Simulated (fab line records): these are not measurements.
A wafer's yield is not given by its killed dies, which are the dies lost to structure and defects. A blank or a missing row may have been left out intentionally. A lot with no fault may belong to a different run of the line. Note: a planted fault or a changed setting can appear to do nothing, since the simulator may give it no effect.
fab line records / flow gf180mcu
record: lots: 6 wafers: 18 last_day: 33
route steps=602 shown VT_IMPLANT@131 MVSD@136 NWELL@137 LVPWELL@138 MVPSD@139 DUAL_GATE@141
lots that met no fault: from a run of the same line without faults
start_h: hours from the record's first day to the start of the lot's first wafer shown / wait_h: hours since the lot's step before / " the same as in the row above / L1.1+2: a row that stands for several wafers / - either no value or no given start / * or withheld: withheld / < > ~ a bound
route shown NAME@n: a module of which the file shows steps, and the number in the route of the first / usual: mean/standard deviation taken from wafers without a fault / same: alike in all rows / chamber/n: place in a boat / sites: per-site readings / _std_site: the standard deviation of these / _edge_site: the outer-site mean with the inner-site mean subtracted / radius_mm: how far each site lies from the wafer's centre / mask NAME#n: copy n / behind: the last tool/chamber to shape the wafer / hold: the reason the lot was held/the length of the hold in hours/how it ended / device: the transistor (n, p or np) that didn't switch / end of line: tests run on the same wafers once the route is complete / where a step has no rows: the recipe by itself / killed: dies lost to structure and defects at the first sort, not the wafer's yield / map: per-die view of a wafer (x killed, . not killed, _ where there is no die)
set.NAME: the setting as run; set.NAME@STEP: as run at that earlier step / model.NAME: the simulator's own value behind a step, which no gauge read
lots at selected steps of the route; one table per step, one row per wafer
services: when a tool's chamber went out of use (start_h, in hours from the record's first day, below 0 if earlier), for how many hours, and the reason
== steps ==
step: GF_VT_IMPLANT_IMPLANT_41
recipe: species: As energy_kev: 70 dose_cm2: 1.013e+12 tilt_deg: 7
step: GF_VT_IMPLANT_STRIP_42
recipe: chemistry: O2/N2 power_w: 1400 pressure_mtorr: 1500 platen_temp_c: 250 o2_flow_sccm: 3000 n2_flow_sccm: 300 overash_fraction: 0.5
usual: drypump_motor_current_A: 5.71/0.24 heater_power_w: 332/18 o2_flow_sccm: 2999/9.7 oes_product_au: 0.716/0.0045 strip_time_to_endpoint_s: 12.609/0.026
lot.wafer=L948.1 tool=plasma_asher-04 chamber=0 start_h=173.32 wait_h=0.1 drypump_motor_current_A=5.95 heater_power_w=331 o2_flow_sccm=2985 oes_product_au=0.719 rf_hours_counter_h=6 strip_time_to_endpoint_s=12.608
lot.wafer=L948.2 tool=plasma_asher-04 chamber=1 start_h=173.32 wait_h=0.1 drypump_motor_current_A=5.66 heater_power_w=322 o2_flow_sccm=3004 oes_product_au=0.716 rf_hours_counter_h=6 strip_time_to_endpoint_s=12.607
lot.wafer=L948.6 tool=plasma_asher-04 chamber=0 start_h=173.32 wait_h=0.1 drypump_motor_current_A=5.95 heater_power_w=326 o2_flow_sccm=2980 oes_product_au=0.715 rf_hours_counter_h=- strip_time_to_endpoint_s=12.590
lot.wafer=L954.3 tool=plasma_asher-04 chamber=0 start_h=220.83 wait_h=0.1 drypump_motor_current_A=5.96 heater_power_w=330 o2_flow_sccm=2995 oes_product_au=0.712 rf_hours_counter_h=- strip_time_to_endpoint_s=12.569
lot.wafer=L954.5 tool=plasma_asher-04 chamber=0 start_h=220.83 wait_h=0.1 drypump_motor_current_A=5.96 heater_power_w=321 o2_flow_sccm=2991 oes_product_au=0.711 rf_hours_counter_h=- strip_time_to_endpoint_s=12.590
lot.wafer=L954.6 tool=plasma_asher-04 chamber=1 start_h=220.83 wait_h=0.1 drypump_motor_current_A=5.65 heater_power_w=321 o2_flow_sccm=2982 oes_product_au=0.719 rf_hours_counter_h=- strip_time_to_endpoint_s=12.576
lot.wafer=L955.2 tool=plasma_asher-02 chamber=1 start_h=224.43 wait_h=0.1 drypump_motor_current_A=5.30 heater_power_w=304 o2_flow_sccm=3006 oes_product_au=0.707 rf_hours_counter_h=57 strip_time_to_endpoint_s=12.638
lot.wafer=L955.4 tool=plasma_asher-02 chamber=0 start_h=224.43 wait_h=0.1 drypump_motor_current_A=5.57 heater_power_w=327 o2_flow_sccm=3013 oes_product_au=0.715 rf_hours_counter_h=- strip_time_to_endpoint_s=12.626
lot.wafer=L955.6 tool=plasma_asher-02 chamber=1 start_h=224.43 wait_h=0.1 drypump_motor_current_A=5.28 heater_power_w=312 o2_flow_sccm=2986 oes_product_au=0.718 rf_hours_counter_h=- strip_time_to_endpoint_s=12.614
lot.wafer=L961.4 tool=plasma_asher-02 chamber=0 start_h=263.18 wait_h=0.1 drypump_motor_current_A=5.57 heater_power_w=326 o2_flow_sccm=3002 oes_product_au=0.715 rf_hours_counter_h=- strip_time_to_endpoint_s=12.658
lot.wafer=L961.5 tool=plasma_asher-02 chamber=1 start_h=263.18 wait_h=0.1 drypump_motor_current_A=5.29 heater_power_w=299 o2_flow_sccm=3004 oes_product_au=0.711 rf_hours_counter_h=- strip_time_to_endpoint_s=12.620
lot.wafer=L961.6 tool=plasma_asher-02 chamber=0 start_h=263.18 wait_h=0.1 drypump_motor_current_A=5.58 heater_power_w=330 o2_flow_sccm=3005 oes_product_au=0.711 rf_hours_counter_h=- strip_time_to_endpoint_s=12.623
lot.wafer=L963.1 tool=plasma_asher-03 chamber=0 start_h=279.57 wait_h=0.1 drypump_motor_current_A=5.90 heater_power_w=373 o2_flow_sccm=3019 oes_product_au=0.721 rf_hours_counter_h=51 strip_time_to_endpoint_s=12.542
lot.wafer=L963.2 tool=plasma_asher-03 chamber=1 start_h=279.57 wait_h=0.1 drypump_motor_current_A=5.90 heater_power_w=336 o2_flow_sccm=2995 oes_product_au=0.722 rf_hours_counter_h=51 strip_time_to_endpoint_s=12.582
lot.wafer=L963.6 tool=plasma_asher-03 chamber=1 start_h=279.57 wait_h=0.1 drypump_motor_current_A=5.90 heater_power_w=344 o2_flow_sccm=3009 oes_product_au=0.724 rf_hours_counter_h=- strip_time_to_endpoint_s=12.565
lot.wafer=L964.1 tool=plasma_asher-03 chamber=0 start_h=283.82 wait_h=0.1 drypump_motor_current_A=5.93 heater_power_w=366 o2_flow_sccm=3001 oes_product_au=0.715 rf_hours_counter_h=51 strip_time_to_endpoint_s=12.627
lot.wafer=L964.2 tool=plasma_asher-03 chamber=1 start_h=283.82 wait_h=0.1 drypump_motor_current_A=5.90 heater_power_w=336 o2_flow_sccm=2998 oes_product_au=0.721 rf_hours_counter_h=51 strip_time_to_endpoint_s=12.639
lot.wafer=L964.6 tool=plasma_asher-03 chamber=0 start_h=283.82 wait_h=0.1 drypump_motor_current_A=5.92 heater_power_w=366 o2_flow_sccm=3007 oes_product_au=0.714 rf_hours_counter_h=- strip_time_to_endpoint_s=12.628
step: GF_VT_IMPLANT_TW_MEAS_43
usual: VT_IMPLANT_4_TW: 685/3.6
lot.wafer=L948.1 tool=film_metro-03 chamber=- start_h=173.42 wait_h=0.1 VT_IMPLANT_4_TW=682
lot.wafer=L948.2 tool=film_metro-03 chamber=- start_h=173.42 wait_h=0.1 VT_IMPLANT_4_TW=681
lot.wafer=L948.6 tool=film_metro-03 chamber=- start_h=173.42 wait_h=0.1 VT_IMPLANT_4_TW=681
lot.wafer=L954.3 tool=film_metro-03 chamber=- start_h=220.91 wait_h=0.1 VT_IMPLANT_4_TW=679
lot.wafer=L954.5 tool=film_metro-03 chamber=- start_h=220.91 wait_h=0.1 VT_IMPLANT_4_TW=680
lot.wafer=L954.6 tool=film_metro-03 chamber=- start_h=220.91 wait_h=0.1 VT_IMPLANT_4_TW=681
lot.wafer=L955.2 tool=film_metro-03 chamber=- start_h=224.54 wait_h=0.1 VT_IMPLANT_4_TW=681
lot.wafer=L955.4 tool=film_metro-03 chamber=- start_h=224.54 wait_h=0.1 VT_IMPLANT_4_TW=676
lot.wafer=L955.6 tool=film_metro-03 chamber=- start_h=224.54 wait_h=0.1 VT_IMPLANT_4_TW=678
lot.wafer=L961.4 tool=film_metro-03 chamber=- start_h=263.27 wait_h=0.1 VT_IMPLANT_4_TW=681
lot.wafer=L961.5 tool=film_metro-03 chamber=- start_h=263.27 wait_h=0.1 VT_IMPLANT_4_TW=685
lot.wafer=L961.6 tool=film_metro-03 chamber=- start_h=263.27 wait_h=0.1 VT_IMPLANT_4_TW=684
lot.wafer=L963.1 tool=film_metro-01 chamber=- start_h=279.67 wait_h=0.1 VT_IMPLANT_4_TW=687
lot.wafer=L963.2 tool=film_metro-01 chamber=- start_h=279.67 wait_h=0.1 VT_IMPLANT_4_TW=687
lot.wafer=L963.6 tool=film_metro-01 chamber=- start_h=279.67 wait_h=0.1 VT_IMPLANT_4_TW=685
lot.wafer=L964.1 tool=film_metro-03 chamber=- start_h=283.92 wait_h=0.1 VT_IMPLANT_4_TW=682
lot.wafer=L964.2 tool=film_metro-03 chamber=- start_h=283.92 wait_h=0.1 VT_IMPLANT_4_TW=682
lot.wafer=L964.6 tool=film_metro-03 chamber=- start_h=283.92 wait_h=0.1 VT_IMPLANT_4_TW=684
step: GF_VT_IMPLANT_CLEAN_44
recipe: chemistry: SC1/SC2 mix: 1:4:20 temp_c: 70 time_s: 150 dry: n2_spin
step: GF_VT_IMPLANT_RTA_45
recipe: temp_c: 1050 time_s: 30 ambient: N2
usual: lamp_power_pct: 35/3.7 wafer_temp_C_max: 1058.5/1.9
lot.wafer=L948.1 tool=rtp_anneal-02 chamber=0 start_h=173.53 wait_h=0.0 lamp_power_pct=32 wafer_temp_C_max=1055.9
lot.wafer=L948.2 tool=rtp_anneal-02 chamber=0 start_h=173.53 wait_h=0.0 lamp_power_pct=32 wafer_temp_C_max=1058.0
lot.wafer=L948.6 tool=rtp_anneal-02 chamber=0 start_h=173.53 wait_h=0.0 lamp_power_pct=32 wafer_temp_C_max=1057.4
lot.wafer=L954.3 tool=rtp_anneal-01 chamber=0 start_h=221.04 wait_h=0.0 lamp_power_pct=40 wafer_temp_C_max=1060.3
lot.wafer=L954.5 tool=rtp_anneal-01 chamber=0 start_h=221.04 wait_h=0.0 lamp_power_pct=40 wafer_temp_C_max=1059.7
lot.wafer=L954.6 tool=rtp_anneal-01 chamber=0 start_h=221.04 wait_h=0.0 lamp_power_pct=39 wafer_temp_C_max=1057.6
lot.wafer=L955.2 tool=rtp_anneal-01 chamber=0 start_h=224.65 wait_h=0.0 lamp_power_pct=39 wafer_temp_C_max=1058.7
lot.wafer=L955.4 tool=rtp_anneal-01 chamber=0 start_h=224.65 wait_h=0.0 lamp_power_pct=39 wafer_temp_C_max=1059.6
lot.wafer=L955.6 tool=rtp_anneal-01 chamber=0 start_h=224.65 wait_h=0.0 lamp_power_pct=40 wafer_temp_C_max=1057.5
lot.wafer=L961.4 tool=rtp_anneal-02 chamber=0 start_h=263.41 wait_h=0.1 lamp_power_pct=32 wafer_temp_C_max=1059.6
lot.wafer=L961.5 tool=rtp_anneal-02 chamber=0 start_h=263.41 wait_h=0.1 lamp_power_pct=32 wafer_temp_C_max=1056.2
lot.wafer=L961.6 tool=rtp_anneal-02 chamber=0 start_h=263.41 wait_h=0.1 lamp_power_pct=32 wafer_temp_C_max=1057.6
lot.wafer=L963.1 tool=rtp_anneal-02 chamber=0 start_h=279.78 wait_h=0.0 lamp_power_pct=32 wafer_temp_C_max=1057.8
lot.wafer=L963.2 tool=rtp_anneal-02 chamber=0 start_h=279.78 wait_h=0.0 lamp_power_pct=32 wafer_temp_C_max=1058.2
lot.wafer=L963.6 tool=rtp_anneal-02 chamber=0 start_h=279.78 wait_h=0.0 lamp_power_pct=32 wafer_temp_C_max=1060.0
lot.wafer=L964.1 tool=rtp_anneal-01 chamber=0 start_h=284.04 wait_h=0.0 lamp_power_pct=39 wafer_temp_C_max=1060.4
lot.wafer=L964.2 tool=rtp_anneal-01 chamber=0 start_h=284.04 wait_h=0.0 lamp_power_pct=40 wafer_temp_C_max=1056.3
lot.wafer=L964.6 tool=rtp_anneal-01 chamber=0 start_h=284.04 wait_h=0.0 lamp_power_pct=39 wafer_temp_C_max=1062.3
step: GF_VT_IMPLANT_RS_MEAS_46
recipe: thk_meas_gauge: four-point-probe
usual: MVSD_RS: 456.4/0.96
lot.wafer=L948.1 tool=film_metro-01 chamber=- start_h=173.63 wait_h=0.1 MVSD_RS[ohm/sq]=456.1
lot.wafer=L948.2 tool=film_metro-01 chamber=- start_h=173.63 wait_h=0.1 MVSD_RS[ohm/sq]=457.3
lot.wafer=L948.6 tool=film_metro-01 chamber=- start_h=173.63 wait_h=0.1 MVSD_RS[ohm/sq]=456.7
lot.wafer=L954.3 tool=film_metro-02 chamber=- start_h=221.14 wait_h=0.1 MVSD_RS[ohm/sq]=455.5
lot.wafer=L954.5 tool=film_metro-02 chamber=- start_h=221.14 wait_h=0.1 MVSD_RS[ohm/sq]=457.2
lot.wafer=L954.6 tool=film_metro-02 chamber=- start_h=221.14 wait_h=0.1 MVSD_RS[ohm/sq]=455.9
lot.wafer=L955.2 tool=film_metro-01 chamber=- start_h=224.76 wait_h=0.1 MVSD_RS[ohm/sq]=455.9
lot.wafer=L955.4 tool=film_metro-01 chamber=- start_h=224.76 wait_h=0.1 MVSD_RS[ohm/sq]=454.7
lot.wafer=L955.6 tool=film_metro-01 chamber=- start_h=224.76 wait_h=0.1 MVSD_RS[ohm/sq]=454.8
lot.wafer=L961.4 tool=film_metro-02 chamber=- start_h=263.52 wait_h=0.1 MVSD_RS[ohm/sq]=456.3
lot.wafer=L961.5 tool=film_metro-02 chamber=- start_h=263.52 wait_h=0.1 MVSD_RS[ohm/sq]=457.5
lot.wafer=L961.6 tool=film_metro-02 chamber=- start_h=263.52 wait_h=0.1 MVSD_RS[ohm/sq]=457.0
lot.wafer=L963.1 tool=film_metro-01 chamber=- start_h=279.88 wait_h=0.1 MVSD_RS[ohm/sq]=455.4
lot.wafer=L963.2 tool=film_metro-01 chamber=- start_h=279.88 wait_h=0.1 MVSD_RS[ohm/sq]=456.2
lot.wafer=L963.6 tool=film_metro-01 chamber=- start_h=279.88 wait_h=0.1 MVSD_RS[ohm/sq]=456.7
lot.wafer=L964.1 tool=film_metro-02 chamber=- start_h=284.14 wait_h=0.1 MVSD_RS[ohm/sq]=457.5
lot.wafer=L964.2 tool=film_metro-02 chamber=- start_h=284.14 wait_h=0.1 MVSD_RS[ohm/sq]=456.7
lot.wafer=L964.6 tool=film_metro-02 chamber=- start_h=284.14 wait_h=0.1 MVSD_RS[ohm/sq]=457.0
step: GF_VT_IMPLANT_RS_MEAS_47
recipe: thk_meas_gauge: four-point-probe
usual: NWELL_RS: 487.6/1.2
lot.wafer=L948.1 tool=film_metro-01 chamber=- start_h=173.75 wait_h=0.1 NWELL_RS[ohm/sq]=485.8
lot.wafer=L948.2 tool=film_metro-01 chamber=- start_h=173.75 wait_h=0.1 NWELL_RS[ohm/sq]=484.6
lot.wafer=L948.6 tool=film_metro-01 chamber=- start_h=173.75 wait_h=0.1 NWELL_RS[ohm/sq]=486.8
lot.wafer=L954.3 tool=film_metro-02 chamber=- start_h=221.26 wait_h=0.1 NWELL_RS[ohm/sq]=487.4
lot.wafer=L954.5 tool=film_metro-02 chamber=- start_h=221.26 wait_h=0.1 NWELL_RS[ohm/sq]=488.1
lot.wafer=L954.6 tool=film_metro-02 chamber=- start_h=221.26 wait_h=0.1 NWELL_RS[ohm/sq]=488.8
lot.wafer=L955.2 tool=film_metro-01 chamber=- start_h=224.88 wait_h=0.1 NWELL_RS[ohm/sq]=487.1
lot.wafer=L955.4 tool=film_metro-01 chamber=- start_h=224.88 wait_h=0.1 NWELL_RS[ohm/sq]=488.4
lot.wafer=L955.6 tool=film_metro-01 chamber=- start_h=224.88 wait_h=0.1 NWELL_RS[ohm/sq]=487.4
lot.wafer=L961.4 tool=film_metro-02 chamber=- start_h=263.64 wait_h=0.1 NWELL_RS[ohm/sq]=488.8
lot.wafer=L961.5 tool=film_metro-02 chamber=- start_h=263.64 wait_h=0.1 NWELL_RS[ohm/sq]=489.4
lot.wafer=L961.6 tool=film_metro-02 chamber=- start_h=263.64 wait_h=0.1 NWELL_RS[ohm/sq]=489.4
lot.wafer=L963.1 tool=film_metro-01 chamber=- start_h=280.00 wait_h=0.1 NWELL_RS[ohm/sq]=484.7
lot.wafer=L963.2 tool=film_metro-01 chamber=- start_h=280.00 wait_h=0.1 NWELL_RS[ohm/sq]=485.2
lot.wafer=L963.6 tool=film_metro-01 chamber=- start_h=280.00 wait_h=0.1 NWELL_RS[ohm/sq]=487.1
lot.wafer=L964.1 tool=film_metro-02 chamber=- start_h=284.26 wait_h=0.1 NWELL_RS[ohm/sq]=487.2
lot.wafer=L964.2 tool=film_metro-02 chamber=- start_h=284.26 wait_h=0.1 NWELL_RS[ohm/sq]=487.6
lot.wafer=L964.6 tool=film_metro-02 chamber=- start_h=284.26 wait_h=0.1 NWELL_RS[ohm/sq]=486.5
step: GF_VT_IMPLANT_RS_MEAS_48
recipe: thk_meas_gauge: four-point-probe
usual: LVPWELL_RS: 1196.1/3
lot.wafer=L948.1 tool=film_metro-01 chamber=- start_h=173.87 wait_h=0.1 LVPWELL_RS[ohm/sq]=1192.2
lot.wafer=L948.2 tool=film_metro-01 chamber=- start_h=173.87 wait_h=0.1 LVPWELL_RS[ohm/sq]=1191.2
lot.wafer=L948.6 tool=film_metro-01 chamber=- start_h=173.87 wait_h=0.1 LVPWELL_RS[ohm/sq]=1192.5
lot.wafer=L954.3 tool=film_metro-02 chamber=- start_h=221.38 wait_h=0.1 LVPWELL_RS[ohm/sq]=1192.9
lot.wafer=L954.5 tool=film_metro-02 chamber=- start_h=221.38 wait_h=0.1 LVPWELL_RS[ohm/sq]=1194.6
lot.wafer=L954.6 tool=film_metro-02 chamber=- start_h=221.38 wait_h=0.1 LVPWELL_RS[ohm/sq]=1197.4
lot.wafer=L955.2 tool=film_metro-01 chamber=- start_h=225.00 wait_h=0.1 LVPWELL_RS[ohm/sq]=1197.1
lot.wafer=L955.4 tool=film_metro-01 chamber=- start_h=225.00 wait_h=0.1 LVPWELL_RS[ohm/sq]=1194.4
lot.wafer=L955.6 tool=film_metro-01 chamber=- start_h=225.00 wait_h=0.1 LVPWELL_RS[ohm/sq]=1194.5
lot.wafer=L961.4 tool=film_metro-02 chamber=- start_h=263.76 wait_h=0.1 LVPWELL_RS[ohm/sq]=1194.9
lot.wafer=L961.5 tool=film_metro-02 chamber=- start_h=263.76 wait_h=0.1 LVPWELL_RS[ohm/sq]=1191.5
lot.wafer=L961.6 tool=film_metro-02 chamber=- start_h=263.76 wait_h=0.1 LVPWELL_RS[ohm/sq]=1192.8
lot.wafer=L963.1 tool=film_metro-01 chamber=- start_h=280.12 wait_h=0.1 LVPWELL_RS[ohm/sq]=1198.9
lot.wafer=L963.2 tool=film_metro-01 chamber=- start_h=280.12 wait_h=0.1 LVPWELL_RS[ohm/sq]=1194.3
lot.wafer=L963.6 tool=film_metro-01 chamber=- start_h=280.12 wait_h=0.1 LVPWELL_RS[ohm/sq]=1195.7
lot.wafer=L964.1 tool=film_metro-02 chamber=- start_h=284.38 wait_h=0.1 LVPWELL_RS[ohm/sq]=1195.5
lot.wafer=L964.2 tool=film_metro-02 chamber=- start_h=284.38 wait_h=0.1 LVPWELL_RS[ohm/sq]=1194.1
lot.wafer=L964.6 tool=film_metro-02 chamber=- start_h=284.38 wait_h=0.1 LVPWELL_RS[ohm/sq]=1194.0
step: GF_VT_IMPLANT_RS_MEAS_49
recipe: thk_meas_gauge: four-point-probe
usual: MVPSD_RS: 1167.1/2.9
lot.wafer=L948.1 tool=film_metro-01 chamber=- start_h=173.99 wait_h=0.1 MVPSD_RS[ohm/sq]=1164.5
lot.wafer=L948.2 tool=film_metro-01 chamber=- start_h=173.99 wait_h=0.1 MVPSD_RS[ohm/sq]=1165.0
lot.wafer=L948.6 tool=film_metro-01 chamber=- start_h=173.99 wait_h=0.1 MVPSD_RS[ohm/sq]=1165.7
lot.wafer=L954.3 tool=film_metro-02 chamber=- start_h=221.50 wait_h=0.1 MVPSD_RS[ohm/sq]=1174.0
lot.wafer=L954.5 tool=film_metro-02 chamber=- start_h=221.50 wait_h=0.1 MVPSD_RS[ohm/sq]=1169.7
lot.wafer=L954.6 tool=film_metro-02 chamber=- start_h=221.50 wait_h=0.1 MVPSD_RS[ohm/sq]=1174.4
lot.wafer=L955.2 tool=film_metro-01 chamber=- start_h=225.12 wait_h=0.1 MVPSD_RS[ohm/sq]=1164.6
lot.wafer=L955.4 tool=film_metro-01 chamber=- start_h=225.12 wait_h=0.1 MVPSD_RS[ohm/sq]=1166.7
lot.wafer=L955.6 tool=film_metro-01 chamber=- start_h=225.12 wait_h=0.1 MVPSD_RS[ohm/sq]=1167.8
lot.wafer=L961.4 tool=film_metro-02 chamber=- start_h=263.88 wait_h=0.1 MVPSD_RS[ohm/sq]=1168.4
lot.wafer=L961.5 tool=film_metro-02 chamber=- start_h=263.88 wait_h=0.1 MVPSD_RS[ohm/sq]=1169.5
lot.wafer=L961.6 tool=film_metro-02 chamber=- start_h=263.88 wait_h=0.1 MVPSD_RS[ohm/sq]=1164.3
lot.wafer=L963.1 tool=film_metro-01 chamber=- start_h=280.24 wait_h=0.1 MVPSD_RS[ohm/sq]=1167.5
lot.wafer=L963.2 tool=film_metro-01 chamber=- start_h=280.24 wait_h=0.1 MVPSD_RS[ohm/sq]=1167.8
lot.wafer=L963.6 tool=film_metro-01 chamber=- start_h=280.24 wait_h=0.1 MVPSD_RS[ohm/sq]=1167.0
lot.wafer=L964.1 tool=film_metro-02 chamber=- start_h=284.50 wait_h=0.1 MVPSD_RS[ohm/sq]=1168.5
lot.wafer=L964.2 tool=film_metro-02 chamber=- start_h=284.50 wait_h=0.1 MVPSD_RS[ohm/sq]=1169.3
lot.wafer=L964.6 tool=film_metro-02 chamber=- start_h=284.50 wait_h=0.1 MVPSD_RS[ohm/sq]=1165.3
step: GF_VT_IMPLANT_WET_ETCH_50
recipe: chemistry: dHF target_depth_nm: 20 target: SiO2 temp_c: 25 dilution: 100:1 time_s: 400
step: GF_DUAL_GATE_CLEAN_00
recipe: chemistry: SC1/SC2 mix: 1:4:20 temp_c: 70 time_s: 150
step: GF_DUAL_GATE_CLEAN_01
recipe: chemistry: dHF time_s: 20 dilution: 100:1 dry: ipa_marangoni
step: GF_DUAL_GATE_OXIDATION_02
recipe: temp_c: 900 ambient: O2 stabilise_s: 600 purge_s: 300 target_thk_a: 108.87 ox_time_s: 1602
usual: ox_temp_c: 900.0/0.37 ox_temp_c_max: 904.3/0.85 tube_center_temp_C: 900.01/0.077 tube_center_temp_C_max: 902.4/0.37
lot.wafer=L948.1 tool=furnace-01 chamber=0 start_h=174.99 wait_h=0.6 ox_temp_c=900.2 ox_temp_c_max=903.7 tube_center_temp_C=899.87 tube_center_temp_C_max=902.1
lot.wafer=L948.2 tool=furnace-01 chamber=0 start_h=174.99 wait_h=0.6 ox_temp_c=899.6 ox_temp_c_max=903.6 tube_center_temp_C=900.06 tube_center_temp_C_max=902.4
lot.wafer=L948.6 tool=furnace-01 chamber=0 start_h=174.99 wait_h=0.6 ox_temp_c=899.9 ox_temp_c_max=903.7 tube_center_temp_C=900.07 tube_center_temp_C_max=902.4
lot.wafer=L954.3 tool=furnace-01 chamber=- start_h=221.77 wait_h=0.0 ox_temp_c=- ox_temp_c_max=- tube_center_temp_C=- tube_center_temp_C_max=-
lot.wafer=L954.5 tool=furnace-01 chamber=- start_h=221.77 wait_h=0.0 ox_temp_c=- ox_temp_c_max=- tube_center_temp_C=- tube_center_temp_C_max=-
lot.wafer=L954.6 tool=furnace-01 chamber=- start_h=221.77 wait_h=0.0 ox_temp_c=- ox_temp_c_max=- tube_center_temp_C=- tube_center_temp_C_max=-
lot.wafer=L955.2 tool=furnace-02 chamber=- start_h=226.10 wait_h=0.7 ox_temp_c=- ox_temp_c_max=- tube_center_temp_C=- tube_center_temp_C_max=-
lot.wafer=L955.4 tool=furnace-02 chamber=- start_h=226.10 wait_h=0.7 ox_temp_c=- ox_temp_c_max=- tube_center_temp_C=- tube_center_temp_C_max=-
lot.wafer=L955.6 tool=furnace-02 chamber=- start_h=226.10 wait_h=0.7 ox_temp_c=- ox_temp_c_max=- tube_center_temp_C=- tube_center_temp_C_max=-
lot.wafer=L961.4 tool=furnace-01 chamber=0 start_h=264.14 wait_h=0.0 ox_temp_c=899.8 ox_temp_c_max=903.3 tube_center_temp_C=900.05 tube_center_temp_C_max=902.3
lot.wafer=L961.5 tool=furnace-01 chamber=0 start_h=264.14 wait_h=0.0 ox_temp_c=899.8 ox_temp_c_max=904.0 tube_center_temp_C=900.12 tube_center_temp_C_max=902.6
lot.wafer=L961.6 tool=furnace-01 chamber=0 start_h=264.14 wait_h=0.0 ox_temp_c=899.6 ox_temp_c_max=903.7 tube_center_temp_C=900.06 tube_center_temp_C_max=901.8
lot.wafer=L963.1 tool=furnace-01 chamber=0 start_h=281.14 wait_h=0.6 ox_temp_c=900.4 ox_temp_c_max=904.2 tube_center_temp_C=899.99 tube_center_temp_C_max=903.0
lot.wafer=L963.2 tool=furnace-01 chamber=0 start_h=281.14 wait_h=0.6 ox_temp_c=899.9 ox_temp_c_max=904.0 tube_center_temp_C=899.93 tube_center_temp_C_max=902.6
lot.wafer=L963.6 tool=furnace-01 chamber=0 start_h=281.14 wait_h=0.6 ox_temp_c=899.5 ox_temp_c_max=902.8 tube_center_temp_C=900.04 tube_center_temp_C_max=902.8
lot.wafer=L964.1 tool=furnace-01 chamber=0 start_h=284.80 wait_h=0.0 ox_temp_c=899.4 ox_temp_c_max=903.0 tube_center_temp_C=900.09 tube_center_temp_C_max=902.4
lot.wafer=L964.2 tool=furnace-01 chamber=0 start_h=284.80 wait_h=0.0 ox_temp_c=899.6 ox_temp_c_max=903.4 tube_center_temp_C=900.09 tube_center_temp_C_max=902.2
lot.wafer=L964.6 tool=furnace-01 chamber=0 start_h=284.80 wait_h=0.0 ox_temp_c=899.7 ox_temp_c_max=905.3 tube_center_temp_C=900.05 tube_center_temp_C_max=902.0
== services ==
tool=furnace-01 chamber=- start_h=158.92 hours=3.9 kind=pm
tool=furnace-02 chamber=- start_h=195.14 hours=3.9 kind=pm
tool=furnace-01 chamber=- start_h=206.15 hours=3.3 kind=pm
tool=plasma_asher-02 chamber=- start_h=226.03 hours=1.4 kind=repair
tool=rtp_anneal-01 chamber=- start_h=241.56 hours=5.9 kind=pm
tool=rtp_anneal-01 chamber=- start_h=247.44 hours=0.6 kind=pm
== key ==
first_sign: step: GF_DUAL_GATE_OXIDATION_02 reading: tool_record direction: missing
effect none on later readings
met_at GF_DUAL_GATE_OXIDATION_02
struck_wafers L954.3,L954.5,L954.6,L955.2,L955.4,L955.6
later_rows_left_out L954.3,L954.5,L954.6,L955.2,L955.4,L955.6
sort_left_out L954.3,L954.5,L954.6,L955.2,L955.4,L955.6
tester_left_out L954,L955
onset_between 174.99 221.77
fault: kind: skipped_step_whole tool: furnace-01,furnace-02 chamber: - onset_h: 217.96 steps: GF_DUAL_GATE_OXIDATION_02 scope: struck_lots_only
tester_left_out: of these lots the tester's yield and bins aren't shown, on N5 and GAA mostly nor the transistor test; their killed dies are dies lost to structure and defects alone, not to doping, threshold or leakage, so they don't give the yield
sort_left_out: the simulated sort isn't trusted on such a fault, so these wafers' sort isn't shown, and their yield isn't known
later_rows_left_out: the simulator's readings of these wafers behind a module that went badly wrong aren't trusted and aren't shown, but for the sort
